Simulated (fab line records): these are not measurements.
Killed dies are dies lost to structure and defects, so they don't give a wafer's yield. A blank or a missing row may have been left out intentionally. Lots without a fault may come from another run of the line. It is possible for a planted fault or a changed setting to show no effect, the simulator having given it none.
Which tool was responsible? | flow sky130 | 24 lots, 72 wafers sampled, at 5 steps of a route of 708

== WHAT EACH GAUGE READ, for each wafer ==
SKY_SONOS_TUNNEL_CD_MEAS_07: the cd target is 410 nm. Usual: cd nm at 410.3 nm, with a standard deviation of 2.6.
lot  | measured     | on        | cd nm (nm)        | flag
L074 | day 11 04:14 | cd sem-01 | 409.7 411.2 408.6 |
L075 | day 11 15:05 | cd sem-01 | 411.5 409.5 410.9 |
L076 | day 11 22:50 | cd sem-01 | 414.5 414.5 415.5 |
L077 | day 12 07:21 | cd sem-02 | 405.6 406.3 406.5 |
L078 | day 12 14:29 | cd sem-02 | 411.2 411.0 410.6 |
L079 | day 13 01:15 | cd sem-01 | 406.2 407.2 408.5 |
L080 | day 13 02:11 | cd sem-01 | 408.4 407.1 406.9 |
L081 | day 13 11:46 | cd sem-01 | 408.5 408.4 410.9 |
L082 | day 13 21:25 | cd sem-01 | 409.0 407.8 408.8 |
L083 | day 14 05:13 | cd sem-02 | 406.8 405.7 408.6 |
L084 | day 14 11:16 | cd sem-01 | 412.0 411.8 410.1 |
L085 | day 14 13:58 | cd sem-01 | 408.3 409.2 408.3 |
L086 | day 15 01:02 | cd sem-02 | 410.7 409.2 411.1 |
L087 | day 15 10:27 | cd sem-02 | 411.2 415.2 414.6 |
L088 | day 15 15:59 | cd sem-02 | 409.3 411.1 409.4 |
L089 | day 16 03:44 | cd sem-02 | 406.5 407.3 408.3 |
L090 | day 16 18:01 | cd sem-02 | 411.7 413.2 414.4 |
L091 | day 17 10:03 | cd sem-01 | 413.6 413.6 410.2 |
L092 | day 17 10:41 | cd sem-02 | 415.4 415.1 414.1 |
L093 | day 17 10:57 | cd sem-01 | 409.8 412.8 411.3 |
L094 | day 17 22:02 | cd sem-02 | 410.2 410.4 410.8 |
L095 | day 18 06:16 | cd sem-01 | 408.9 407.4 407.1 |
L096 | day 18 15:39 | cd sem-01 | 408.4 408.3 409.7 |
L097 | day 18 22:49 | cd sem-01 | 412.8 413.2 410.6 |

SKY_VIA1_CD_MEAS_12: the cd target is 150 nm. Usual: cd nm at 149.6 nm, with a standard deviation of 1.7.
lot  | measured     | on        | cd nm (nm)        | flag
L074 | day 34 04:13 | cd sem-01 | 150.3 148.4 149.9 |
L075 | day 34 10:45 | cd sem-02 | 147.8 146.5 147.0 |
L076 | day 34 10:50 | cd sem-01 | 149.9 149.1 149.1 |
L077 | day 35 04:27 | cd sem-01 | 152.7 153.4 152.7 |
L078 | day 35 09:19 | cd sem-01 | 147.1 146.1 148.6 |
L079 | day 35 19:38 | cd sem-02 | 151.6 150.8 149.2 |
L080 | day 35 22:37 | cd sem-02 | 149.2 148.1 150.3 |
L081 | day 36 02:36 | cd sem-02 | 150.3 148.7 149.4 |
L082 | day 36 13:48 | cd sem-02 | 150.9 151.7 151.1 |
L083 | day 36 21:01 | cd sem-01 | 148.7 147.4 149.1 |
L084 | day 37 06:01 | cd sem-02 | 151.4 150.5 149.6 |
L085 | day 37 04:21 | cd sem-01 | 148.8 148.4 149.8 |
L086 | day 37 13:23 | cd sem-02 | 152.9 153.3 151.5 |
L087 | day 37 21:18 | cd sem-02 | 146.3 146.2 145.4 |
L088 | day 38 01:32 | cd sem-02 | 150.5 148.6 150.3 |
L089 | day 38 12:15 | cd sem-01 | 149.6 149.3 149.7 |
L090 | day 38 23:26 | cd sem-01 | 149.4 149.1 149.7 |
L091 | day 39 17:26 | cd sem-01 | 148.2 148.9 148.4 |
L092 | day 39 19:42 | cd sem-02 | 152.1 150.1 148.9 |
L093 | day 39 18:59 | cd sem-01 | 150.8 150.8 152.4 |
L094 | day 39 22:23 | cd sem-02 | 148.5 148.8 149.8 |
L095 | day 40 09:45 | cd sem-01 | 150.9 150.8 150.3 |
L096 | day 40 16:38 | cd sem-01 | 150.1 148.9 147.9 |
L097 | day 40 22:32 | cd sem-01 | 149.4 148.9 149.0 |

SKY_CAP2M_OVL_MEAS_12. Usual: CAP2M_OVL gives 1.4 nm (standard deviation 1.3).
lot  | measured     | on         | CAP2M_OVL (nm) | flag
L074 | day 40 22:47 | overlay-02 | 2.0 1.4 2.1    |
L075 | day 41 01:33 | overlay-01 | 0.4 0.2 -0.4   |
L076 | day 41 04:44 | overlay-02 | 0.5 1.3 -0.3   |
L077 | day 41 18:55 | overlay-02 | 0.0 1.4 0.4    |
L078 | day 41 23:44 | overlay-01 | 0.6 0.4 -0.9   |
L079 | day 42 10:44 | overlay-01 | 0.6 2.7 2.2    |
L080 | day 42 11:20 | overlay-02 | 1.9 2.7 -0.4   |
L081 | day 42 16:23 | overlay-01 | -0.5 0.2 0.0   |
L082 | day 43 01:25 | overlay-01 | 2.2 4.0 3.3    |
L083 | day 43 09:28 | overlay-02 | -1.2 -1.0 0.6  |
L084 | day 43 17:26 | overlay-01 | 1.8 2.5 3.2    |
L085 | day 43 12:57 | overlay-01 | 1.3 2.0 2.7    |
L086 | day 43 22:31 | overlay-02 | 0.8 1.6 0.7    |
L087 | day 44 07:33 | overlay-02 | 1.1 1.8 2.4    |
L088 | day 44 07:56 | overlay-02 | 1.4 0.9 2.0    |
L089 | day 44 18:10 | overlay-01 | 1.9 0.1 2.0    |
L090 | day 45 05:22 | overlay-02 | 3.5 4.5 3.6    |
L091 | day 45 19:25 | overlay-02 | 1.6 0.7 -0.1   |
L092 | day 45 21:26 | overlay-02 | 1.2 2.3 0.8    |
L093 | day 45 21:08 | overlay-01 | 2.7 1.8 0.0    |
L094 | day 46 01:44 | overlay-01 | 1.6 -1.4 2.3   |
L095 | day 46 09:52 | overlay-02 | 3.5 2.7 1.6    |
L096 | day 46 17:30 | overlay-02 | 0.0 0.5 1.0    |
L097 | day 46 21:16 | overlay-01 | 1.8 2.2 2.5    |

== WHAT TOOL EACH LOT RAN ON (gives the tool, then ch and the chambers of the sampled wafers, and finally the start) ==
lot  | SKY_METAL2_SPUTTER_04        | SKY_METAL4_SPUTTER_01
L074 | pvd sputter-04, day 34 05:47 | pvd sputter-01, day 39 22:17
L075 | pvd sputter-04, day 34 12:20 | pvd sputter-03, day 40 01:22
L076 | pvd sputter-03, day 34 12:23 | pvd sputter-03, day 40 05:22
L077 | pvd sputter-04, day 35 06:01 | pvd sputter-03, day 40 18:49
L078 | pvd sputter-02, day 35 10:49 | pvd sputter-02, day 41 00:23
L079 | pvd sputter-03, day 35 21:12 | pvd sputter-03, day 41 11:15
L080 | pvd sputter-02, day 36 00:09 | pvd sputter-01, day 41 12:23
L081 | pvd sputter-04, day 36 04:13 | pvd sputter-03, day 41 17:05
L082 | pvd sputter-03, day 36 15:40 | pvd sputter-02, day 42 02:31
L083 | pvd sputter-04, day 36 22:32 | pvd sputter-02, day 42 09:53
L084 | pvd sputter-03, day 37 07:35 | pvd sputter-03, day 42 18:19
L085 | pvd sputter-02, day 37 05:55 | pvd sputter-03, day 42 14:16
L086 | pvd sputter-04, day 37 14:59 | pvd sputter-02, day 42 23:44
L087 | pvd sputter-04, day 37 23:04 | pvd sputter-01, day 43 08:53
L088 | pvd sputter-03, day 38 03:05 | pvd sputter-03, day 43 09:18
L089 | pvd sputter-03, day 38 13:51 | pvd sputter-01, day 43 20:22
L090 | pvd sputter-03, day 39 04:51 | pvd sputter-02, day 44 08:30
L091 | pvd sputter-04, day 39 19:02 | pvd sputter-02, day 44 22:14
L092 | pvd sputter-04, day 39 21:15 | pvd sputter-01, day 45 00:05
L093 | pvd sputter-03, day 39 20:34 | pvd sputter-01, day 44 23:31
L094 | pvd sputter-04, day 39 23:53 | pvd sputter-02, day 45 03:58
L095 | pvd sputter-02, day 40 11:19 | pvd sputter-03, day 45 12:29
L096 | pvd sputter-02, day 40 18:17 | pvd sputter-01, day 45 20:56
L097 | pvd sputter-03, day 41 00:04 | pvd sputter-01, day 46 00:23
- SKY_METAL2_SPUTTER_04: material TiN, target thk 70 nm, time 58.3 s.
- SKY_METAL4_SPUTTER_01: material TiN, target thk 20 nm, time 16.7 s.

== WHAT THE TOOLS THEMSELVES READ (means of the sampled wafers that have a number; where no wafer has one, the mark that the record gives instead) ==
SKY_METAL2_SPUTTER_04. Usual: throttle valve pct at 30.3 %, with a standard deviation of 0.91.
lot  | tool           | throttle valve pct (%) | flag
L074 | pvd sputter-04 | 30.8                   |
L075 | pvd sputter-04 | 30.7                   |
L076 | pvd sputter-03 | 31.2                   |
L077 | pvd sputter-04 | 30.7                   |
L078 | pvd sputter-02 | 29.6                   |
L079 | pvd sputter-03 | 30.5                   |
L080 | pvd sputter-02 | 29.8                   |
L081 | pvd sputter-04 | 30.0                   |
L082 | pvd sputter-03 | 31.4                   |
L083 | pvd sputter-04 | 30.1                   |
L084 | pvd sputter-03 | 30.5                   |
L085 | pvd sputter-02 | 30.5                   |
L086 | pvd sputter-04 | 31.1                   |
L087 | pvd sputter-04 | 30.1                   |
L088 | pvd sputter-03 | 30.6                   |
L089 | pvd sputter-03 | 30.1                   |
L090 | pvd sputter-03 | 30.0                   |
L091 | pvd sputter-04 | 30.7                   |
L092 | pvd sputter-04 | 30.0                   |
L093 | pvd sputter-03 | 31.2                   |
L094 | pvd sputter-04 | 30.2                   |
L095 | pvd sputter-02 | 30.2                   |
L096 | pvd sputter-02 | 29.7                   |
L097 | pvd sputter-03 | 29.8                   |

SKY_METAL4_SPUTTER_01. Usual: throttle valve pct at 30.1 %, with a standard deviation of 0.95.
lot  | tool           | throttle valve pct (%) | flag
L074 | pvd sputter-01 | 29.3                   |
L075 | pvd sputter-03 | 30.4                   |
L076 | pvd sputter-03 | 30.4                   |
L077 | pvd sputter-03 | 30.5                   |
L078 | pvd sputter-02 | 29.2                   |
L079 | pvd sputter-03 | 31.2                   |
L080 | pvd sputter-01 | 29.1                   |
L081 | pvd sputter-03 | 30.0                   |
L082 | pvd sputter-02 | 30.5                   |
L083 | pvd sputter-02 | 30.0                   |
L084 | pvd sputter-03 | 29.9                   |
L085 | pvd sputter-03 | 30.8                   |
L086 | pvd sputter-02 | 30.2                   |
L087 | pvd sputter-01 | 29.3                   |
L088 | pvd sputter-03 | 30.7                   |
L089 | pvd sputter-01 | 29.2                   |
L090 | pvd sputter-02 | 30.2                   |
L091 | pvd sputter-02 | 30.2                   |
L092 | pvd sputter-01 | 29.4                   |
L093 | pvd sputter-01 | 29.7                   |
L094 | pvd sputter-02 | 30.7                   |
L095 | pvd sputter-03 | 30.6                   |
L096 | pvd sputter-01 | 29.7                   |
L097 | pvd sputter-01 | 29.9                   |

== THE ANSWER, worked out from the rows above alone ==
Rule: a lot counts as off when the mean over its wafers that have a number is more than 3 standard deviations away from the usual mean. Also off: a lot with no number at a reading for which 4 or more lots have one. The other lots that the step has rows for count as sound. The gauges are gone through in route order, then the tools' own readings, and for those a lot's mean is taken as printed above. The first step at which some lot is off is used, and at that step the reading that is off furthest; a lot without a number counts as furthest.
None of the lots is off at any reading shown; this tells nothing.

== WHAT WAS PUT IN BY THE SIMULATOR ==
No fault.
